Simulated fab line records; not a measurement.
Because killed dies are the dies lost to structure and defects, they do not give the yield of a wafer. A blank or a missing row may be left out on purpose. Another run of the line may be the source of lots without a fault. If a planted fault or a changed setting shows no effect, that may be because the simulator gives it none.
fab line records    flow sky130
record: lots: 6  wafers: 18  last_day: 50
route steps=708 shown VT_ADJUST_LVTN@99 PAD_OPEN@708
lots untouched by any fault: they come from a run of this same line in which no faults occurred
start_h: hours from the record's first day to the start of the lot's first wafer shown    wait_h: hours elapsed since this lot's preceding step    " as in the row above    L1.1+2: a single row standing in for several wafers    - no value, or no start was given    * or withheld: withheld    < > ~ a bound
route shown NAME@n: NAME is a module with steps in the file, n the number in the route of the first one    usual: mean/standard deviation of fault-free wafers    same: alike in all rows    chamber/n: place in a boat    sites: per-site readings    _std_site: standard deviation of those values    _edge_site: outer sites' mean less inner sites'    radius_mm: how far each site lies from the wafer's centre    mask NAME#n: copy n    behind: the tool/chamber that last shaped the wafer    hold: why the lot went on hold/how many hours it stayed there/how the hold came to an end    device: whichever transistor did not switch (one of n, p or np)    end of line: tests of these same wafers at the route's end    a step with no rows: only its recipe    killed: dies that structure and defects cost at the first sort, which is not the same as the wafer's yield    map: per-die view of a wafer (x killed, . not killed, _ where there is no die)
set.NAME: the run value of the setting; set.NAME@STEP: its run value at that earlier step    model.NAME: the simulator's own value behind a step, which no gauge read
lots seen at some steps along the route; tables by step, rows by wafer
services: from which hour (start_h, from the record's first day; less than 0 if before it) a tool's chamber was out of use, for how many hours, and why
== steps ==
step: SKY_VT_ADJUST_LVTN_COAT_02
recipe: spin_rpm: 2000  resist_thk_nm: 3000
step: SKY_VT_ADJUST_LVTN_SOFTBAKE_03
recipe: temp_c: 110  time_s: withheld
step: SKY_VT_ADJUST_LVTN_EXPOSE_04
recipe: mask_id: NWM_COMPLEMENT_LESS_NATIVE  na: 0.6  source_shape: conventional  sigma_outer: 0.6  polarization: unpolarized  target_cd_nm: 840  dose_mj: 194
step: SKY_VT_ADJUST_LVTN_PEB_05
recipe: temp_c: 115  time_s: withheld
step: SKY_VT_ADJUST_LVTN_DEVELOP_06
recipe: wall_angle_deg: 90  developer: TMAH  develop_time_s: 60  dev_temp_c: 23
step: SKY_VT_ADJUST_LVTN_OVL_MEAS_07
usual: VT_ADJUST_LVTN_OVL: 0.7/1.3
lot.wafer  tool        chamber  start_h  wait_h  VT_ADJUST_LVTN_OVL[nm]
L742.2     overlay-01  -        174.78   -       0.7
L742.3     "           -        "        "       0.6
L742.5     "           -        "        "       -0.6
L744.4     overlay-01  -        190.96   -       0.8
L744.5     "           -        "        "       1.1
L744.6     "           -        "        "       -0.3
L751.1     overlay-01  -        230.69   -       -1.6
L751.2     "           -        "        "       -3.0
L751.4     "           -        "        "       -1.4
L753.1     overlay-01  -        251.28   -       1.1
L753.3     "           -        "        "       2.5
L753.4     "           -        "        "       0.5
L757.1     overlay-01  -        270.44   -       -0.3
L757.2     "           -        "        "       -0.7
L757.4     "           -        "        "       0.1
L758.3     overlay-01  -        281.02   -       0.6
L758.4     "           -        "        "       -0.7
L758.5     "           -        "        "       0.2
step: SKY_VT_ADJUST_LVTN_IMPLANT_08
recipe: species: B  energy_kev: 30  dose_cm2: 1.57e+12  tilt_deg: withheld
step: SKY_VT_ADJUST_LVTN_STRIP_09
recipe: chemistry: O2/N2  power_w: 1400  pressure_mtorr: 1500  platen_temp_c: withheld  o2_flow_sccm: 3000  n2_flow_sccm: 300  overash_fraction: 0.5
usual: drypump_motor_current_A: 6.1/0.71  o2_flow_sccm: 2998/8.6  oes_product_au: 0.723/0.0041  strip_time_to_endpoint_s: 36.87/0.13
lot.wafer  tool             chamber  start_h  wait_h  drypump_motor_current_A  o2_flow_sccm  oes_product_au  rf_hours_counter_h  strip_time_to_endpoint_s
L742.2     plasma_asher-01  1        174.96   0.1     6.6                      2986          0.722           50                  36.68
L742.3     "                1        "        "       6.7                      2994          0.720           -                   36.77
L742.5     "                0        "        "       5.9                      2990          0.727           -                   36.91
L744.4     plasma_asher-02  0        191.16   0.1     4.8                      3001          0.726           -                   36.98
L744.5     "                1        "        "       5.1                      2999          0.726           -                   36.95
L744.6     "                0        "        "       4.8                      3018          0.724           -                   37.01
L751.1     plasma_asher-01  1        230.88   0.1     6.6                      3000          0.724           53                  36.78
L751.2     "                0        "        "       5.9                      3010          0.718           53                  36.76
L751.4     "                0        "        "       5.9                      3009          0.716           -                   36.90
L753.1     plasma_asher-02  0        251.46   0.1     4.8                      2994          0.718           45                  36.83
L753.3     "                0        "        "       4.8                      3009          0.723           -                   36.73
L753.4     "                1        "        "       5.0                      2998          0.713           -                   36.62
L757.1     plasma_asher-02  0        270.63   0.1     4.8                      3001          0.725           47                  36.87
L757.2     "                1        "        "       5.0                      3008          0.729           47                  36.91
L757.4     "                1        "        "       5.0                      3009          0.718           -                   36.86
L758.3     plasma_asher-03  1        281.23   0.1     6.7                      3003          0.720           -                   36.72
L758.4     "                0        "        "       6.5                      3014          0.722           -                   36.78
L758.5     "                1        "        "       6.7                      2986          0.723           -                   36.77
step: SKY_VT_ADJUST_LVTN_TW_MEAS_10
usual: VT_ADJUST_LVTN_TW: 242.0/2
lot.wafer  tool           chamber  start_h  wait_h  VT_ADJUST_LVTN_TW
L742.2     film_metro-04  -        175.07   0.1     241.5
L742.3     "              -        "        "       241.0
L742.5     "              -        "        "       240.7
L744.4     film_metro-01  -        191.26   0.1     244.2
L744.5     "              -        "        "       244.2
L744.6     "              -        "        "       245.5
L751.1     film_metro-02  -        230.98   0.1     240.4
L751.2     "              -        "        "       240.8
L751.4     "              -        "        "       239.7
L753.1     film_metro-02  -        251.56   0.1     241.3
L753.3     "              -        "        "       240.9
L753.4     "              -        "        "       242.3
L757.1     film_metro-04  -        270.73   0.1     242.5
L757.2     "              -        "        "       241.1
L757.4     "              -        "        "       242.9
L758.3     film_metro-02  -        281.32   0.1     240.4
L758.4     "              -        "        "       240.7
L758.5     "              -        "        "       239.6
step: SKY_VT_ADJUST_LVTN_DEHYDRATE_11
recipe: temp_c: 200  time_s: 60
step: SKY_VT_ADJUST_LVTN_HMDS_12
recipe: prime_time_s: 60  prime_temp_c: 120
step: SKY_VT_ADJUST_LVTN_COAT_13
recipe: resist: NOVOLAK  spin_rpm: 3000  resist_thk_nm: 1140
step: SKY_VT_ADJUST_LVTN_SOFTBAKE_14
recipe: temp_c: 90  time_s: 60  resist: NOVOLAK
usual: chill_plate_temp_C: 22.98/0.1  exhaust_pa: 45.0/0.85  run_length_s: 89.23/0.13
lot.wafer  tool            chamber  start_h  wait_h  chill_plate_temp_C  exhaust_pa  run_length_s
L742.2     litho_track-03  0        185.30   0.1     23.07               45.7        89.45
L742.3     "               0        "        "       22.99               46.8        89.11
L742.5     "               0        "        "       22.89               44.3        89.39
L744.4     litho_track-01  0        202.37   0.1     22.76               44.8        89.21
L744.5     "               0        "        "       22.96               44.7        89.39
L744.6     "               0        "        "       22.91               43.9        89.22
L751.1     litho_track-03  0        242.48   0.1     22.93               45.6        96.65
L751.2     "               0        "        "       22.83               45.2        96.73
L751.4     "               0        "        "       22.90               44.5        96.61
L753.1     litho_track-03  0        263.08   0.1     22.92               44.0        96.95
L753.3     "               0        "        "       23.19               44.7        96.69
L753.4     "               0        "        "       23.09               44.4        96.81
L757.1     litho_track-01  0        282.49   0.1     22.99               44.1        89.21
L757.2     "               0        "        "       22.86               42.7        89.31
L757.4     "               0        "        "       23.01               42.8        89.33
L758.3     litho_track-04  0        293.96   0.1     23.00               45.9        89.35
L758.4     "               0        "        "       23.08               45.3        89.26
L758.5     "               0        "        "       22.92               45.3        89.28
step: SKY_VT_ADJUST_LVTN_EXPOSE_15
recipe: mask_id: HVN_STD_DERIVED  na: 0.6  source_shape: conventional  sigma_outer: 0.6  polarization: unpolarized  target_cd_nm: 600  dose_mj: 163
step: SKY_PAD_OPEN_PROBE_99
usual: killed_at_M0_to_M3: 42/7  killed_at_M4_up: 2.8/1.8  killed_at_contacts: 24/5.8  killed_at_front_end: 15/4.8  killed_at_other: 0.3/0.56  killed_dies: 84/11  killed_open: 46/7.8  killed_short: 38/6.3
same: gross_dies: 492  killed_at_back_side: 0
lot.wafer  tool       chamber  start_h  wait_h  killed_at_M0_to_M3  killed_at_M4_up  killed_at_contacts  killed_at_front_end  killed_at_other  killed_dies  killed_open  killed_short
L742.2     prober-02  -        1110.61  0.1     45                  1                41                  15                   0                102          59           42
L742.3     prober-02  -        1110.66  0.2     57                  4                29                  16                   1                107          65           42
L742.5     prober-02  -        1110.76  0.2     45                  5                25                  15                   0                90           49           39
L744.4     prober-02  -        1123.05  0.2     38                  3                29                  14                   0                84           46           38
L744.5     prober-02  -        1123.10  0.2     46                  0                24                  6                    0                76           50           26
L744.6     prober-02  -        1123.15  0.2     41                  5                35                  9                    0                90           55           35
L753.1     prober-01  -        1170.59  0.1     53                  6                25                  11                   0                95           55           40
L753.3     prober-01  -        1170.69  0.2     40                  1                35                  11                   0                87           49           37
L753.4     prober-01  -        1170.74  0.2     38                  4                20                  13                   0                75           34           41
L757.1     prober-01  -        1187.21  0.1     44                  4                16                  4                    0                68           34           34
L757.2     prober-01  -        1187.26  0.1     30                  1                16                  17                   0                64           27           37
L757.4     prober-01  -        1187.36  0.2     43                  2                27                  15                   0                87           53           34
L758.3     prober-02  -        1192.26  0.2     54                  0                9                   12                   0                75           36           39
L758.4     prober-02  -        1192.31  0.2     54                  4                35                  21                   1                115          52           62
L758.5     prober-02  -        1192.36  0.2     50                  0                33                  8                    0                91           50           40
killed by level:class
L742.2 LI_CONTACT:geometric_particle:open=13 CONTACT:geometric_particle:open=11 VIA1:geometric_particle:open=11 METAL1:geometric_particle:short=9 LOCAL_INTERCONNECT:geometric_particle:short=8 VIA3:geometric_particle:open=8 VIA2:geometric_particle:open=7 CONTACT:geometric_particle:short=5
L742.3 VIA2:geometric_particle:open=11 CONTACT:geometric_particle:open=10 VIA3:geometric_particle:open=9 LI_CONTACT:geometric_particle:open=8 METAL1:geometric_particle:short=8 METAL2:geometric_particle:short=7 VIA1:geometric_particle:open=7 POLY_GATE:geometric_particle:open=6
L742.5 VIA2:geometric_particle:open=11 LI_CONTACT:geometric_particle:open=9 VIA1:geometric_particle:open=9 METAL1:geometric_particle:short=9 CONTACT:geometric_particle:open=7 VIA3:geometric_particle:open=4 POLY_GATE:geometric_particle:short=3 POLY_CUT:geometric_particle:short=3
L744.4 LI_CONTACT:geometric_particle:open=8 VIA2:geometric_particle:open=8 VIA1:geometric_particle:open=7 VIA1:geometric_particle:short=6 CONTACT:geometric_particle:short=6 LOCAL_INTERCONNECT:geometric_particle:short=5 CONTACT:geometric_particle:open=5 FIELD_ISO:geometric_particle:open=3
L744.5 VIA1:geometric_particle:open=15 CONTACT:geometric_particle:open=11 VIA3:geometric_particle:open=6 LI_CONTACT:geometric_particle:open=5 METAL2:geometric_particle:short=5 VIA2:geometric_particle:open=4 FIELD_ISO:geometric_particle:open=3 CONTACT:geometric_particle:short=3
L744.6 LI_CONTACT:geometric_particle:open=14 VIA3:geometric_particle:open=10 CONTACT:geometric_particle:open=9 VIA1:geometric_particle:open=9 METAL2:geometric_particle:short=8 FIELD_ISO:geometric_particle:short=4 LOCAL_INTERCONNECT:geometric_particle:short=4 CONTACT:geometric_particle:short=4
L753.1 VIA1:geometric_particle:open=16 CONTACT:geometric_particle:open=8 LOCAL_INTERCONNECT:geometric_particle:short=7 METAL2:geometric_particle:short=7 VIA3:geometric_particle:open=7 VIA1:geometric_particle:short=6 LI_CONTACT:geometric_particle:open=5 METAL4:geometric_particle:short=4
L753.3 CONTACT:geometric_particle:open=16 METAL2:geometric_particle:short=11 LI_CONTACT:geometric_particle:open=8 POLY_GATE:geometric_particle:open=5 VIA1:geometric_particle:open=5 VIA3:geometric_particle:open=5 LOCAL_INTERCONNECT:geometric_particle:short=4 CONTACT:geometric_particle:short=4
L753.4 FIELD_ISO:geometric_particle:short=8 VIA1:geometric_particle:open=7 LI_CONTACT:geometric_particle:open=6 VIA2:geometric_particle:open=5 CONTACT:geometric_particle:short=5 METAL2:geometric_particle:short=5 CONTACT:geometric_particle:open=4 VIA3:geometric_particle:short=4
L757.1 VIA1:geometric_particle:short=9 VIA1:geometric_particle:open=8 VIA2:geometric_particle:open=8 CONTACT:geometric_particle:open=5 LOCAL_INTERCONNECT:geometric_particle:short=4 METAL2:geometric_particle:short=4 LI_CONTACT:geometric_particle:open=3 CONTACT:geometric_particle:short=3
L757.2 METAL2:geometric_particle:short=7 POLY_GATE:geometric_particle:open=6 POLY_GATE:geometric_particle:short=5 VIA1:geometric_particle:open=5 VIA2:geometric_particle:open=5 LI_CONTACT:geometric_particle:short=4 CONTACT:geometric_particle:open=4 LI_CONTACT:geometric_particle:open=3
L757.4 CONTACT:geometric_particle:open=12 VIA1:geometric_particle:open=10 VIA2:geometric_particle:open=9 LI_CONTACT:geometric_particle:open=8 METAL1:geometric_particle:short=8 POLY_GATE:geometric_particle:short=7 VIA3:geometric_particle:open=4 POLY_GATE:geometric_particle:open=3
L758.3 VIA2:geometric_particle:open=9 VIA1:geometric_particle:open=9 METAL2:geometric_particle:short=9 METAL1:geometric_particle:short=7 VIA3:geometric_particle:open=5 FIELD_ISO:geometric_particle:short=4 POLY_GATE:geometric_particle:short=4 CONTACT:geometric_particle:open=4
L758.4 CONTACT:geometric_particle:open=12 METAL1:geometric_particle:short=12 METAL2:geometric_particle:short=10 LI_CONTACT:geometric_particle:open=8 VIA1:geometric_particle:open=7 VIA3:geometric_particle:open=6 FIELD_ISO:geometric_particle:short=5 POLY_GATE:geometric_particle:short=5
L758.5 CONTACT:geometric_particle:open=13 VIA1:geometric_particle:open=12 METAL2:geometric_particle:short=12 LI_CONTACT:geometric_particle:open=8 VIA2:geometric_particle:open=6 VIA3:geometric_particle:short=5 LI_CONTACT:geometric_particle:short=5 CONTACT:geometric_particle:short=4
== services ==
tool             chamber  start_h  hours  kind
plasma_asher-03  -        182.22   14.6   pm
plasma_asher-01  -        197.26   28.1   pm
== key ==
first_sign: step: SKY_VT_ADJUST_LVTN_SOFTBAKE_14  reading: run_length_s  direction: up  sigmas: 57  usual: *  struck: *
effect none on later readings
met_at SKY_VT_ADJUST_LVTN_SOFTBAKE_14
struck_wafers L751.1,L751.2,L751.4,L753.1,L753.3,L753.4
tester_left_out L751,L753
onset_between 185.30 242.48
fault: kind: process_parameter_drift  tool: litho_track-03  chamber: -  onset_h: 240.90  steps: SKY_VT_ADJUST_LVTN_SOFTBAKE_14  channel: time_s  offset: *  shape: step  end_h: 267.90  acts_in: *  stated: *
tester_left_out: of these lots the tester's yield and bins aren't shown, on N5 and GAA mostly nor the transistor test; their killed dies are dies lost to structure and defects alone, not to doping, threshold or leakage, so they don't give the yield
